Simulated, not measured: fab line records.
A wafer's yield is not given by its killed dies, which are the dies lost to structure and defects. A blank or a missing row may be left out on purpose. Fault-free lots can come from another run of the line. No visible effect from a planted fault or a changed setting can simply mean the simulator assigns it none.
A struck lot beside a sound one | flow gf180mcu | 17 out of 602 route steps
Sound: the wafers L564.2, L564.4, L564.5. The struck wafers were L557.2, L557.4, L557.6. The cause comes at the end.
Order at every step that has rows: each side's tool, ch and its chambers, its first start. Under that, the readings that differ: sound wafers | struck wafers | difference of the means | sigmas: that difference in standard deviations of wafers without a fault.
alike: readings with means less than 2 such deviations apart, plus words and numbers identical on both sides. not compared: withheld readings, readings lacking a value on some wafer, bounds such as >300 that could conceal the same value, and numbers that have no deviation in the record and whose values overlap.
Wherever a step has rows on one side only, a row that says differs or no value, or a row with sigmas, the two part there. When numbers do not overlap yet have no deviation, they are printed without sigmas and do not part them. A reading missing from all wafers of one side parts the sides only when that side holds two or more wafers.

GF_VT_IMPLANT_OVL_MEAS_29:
  sound on overlay-02 at day 12 10:23; struck on overlay-01 at day 10 18:38
  alike: VT_IMPLANT_02_OVL
then, 1 step without rows for these wafers: GF_VT_IMPLANT_IMPLANT_30.
GF_VT_IMPLANT_STRIP_31: strips in O2/N2.
  sound on plasma asher-03 ch 0,1, day 12 10:34; struck on plasma asher-01 ch 0, day 10 18:49
  alike: drypump motor current A, heater power w, oes product au, strip time to endpoint s
  not compared: rf hours counter h
GF_VT_IMPLANT_TW_MEAS_32:
  sound on film metro-03 at day 12 10:40; struck on film metro-01 at day 10 18:55
  alike: VT_IMPLANT_3_TW
then, 7 steps without rows for these wafers: GF_VT_IMPLANT_DEHYDRATE_33 (time 60 s); GF_VT_IMPLANT_HMDS_34 (prime time 60 s); GF_VT_IMPLANT_COAT_35 (resist thk 1000 nm); GF_VT_IMPLANT_SOFTBAKE_36 (time 60 s); GF_VT_IMPLANT_EXPOSE_37 (exposes mask Nwell HV AREA, target cd 860 nm); GF_VT_IMPLANT_PEB_38; GF_VT_IMPLANT_DEVELOP_39 (develop time 60 s).
GF_VT_IMPLANT_OVL_MEAS_40:
  sound on overlay-02 at day 13 05:40; struck on overlay-01 at day 11 12:04
  alike: VT_IMPLANT_03_OVL
GF_VT_IMPLANT_IMPLANT_41:
  sound on implanter-02 ch 0, day 13 05:44; struck on implanter-03 ch 0, day 11 12:08
  reading                   | sound                | struck               | difference | sigmas
  beam energy keV           | 70.025 70.039 70.034 | 58.715 58.716 58.721 | -11.315    | -99 or more
  model.implant.rp nm (nm)  | 43.12 43.12 43.12    | 36.13 36.13 36.13    | -6.99      |
  model.implant.drp nm (nm) | 18.17 18.17 18.17    | 15.89 15.89 15.89    | -2.28      |
  alike: faraday current uA
GF_VT_IMPLANT_STRIP_42: strips in O2/N2.
  sound on plasma asher-04 ch 0, day 13 05:51; struck on plasma asher-04 ch 0,1, day 11 12:15
  alike: drypump motor current A, heater power w, oes product au, strip time to endpoint s
  not compared: rf hours counter h
GF_VT_IMPLANT_TW_MEAS_43:
  sound on film metro-03 at day 13 05:58; struck on film metro-03 at day 11 12:22
  reading         | sound       | struck      | difference | sigmas
  VT_IMPLANT_4_TW | 693 695 696 | 658 663 662 | -34        | -8
then, 2 steps without rows for these wafers: GF_VT_IMPLANT_CLEAN_44 (cleans in SC1/SC2, time 150 s); GF_PASSIVATION_PROBE_99.

WHERE THEY PART
Last at GF_VT_IMPLANT_TW_MEAS_43 as far as this record goes, first at GF_VT_IMPLANT_IMPLANT_41.

WHY: the cause the simulator had injected
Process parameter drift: implanter-03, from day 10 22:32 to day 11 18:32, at GF_VT_IMPLANT_IMPLANT_41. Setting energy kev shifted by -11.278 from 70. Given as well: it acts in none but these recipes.
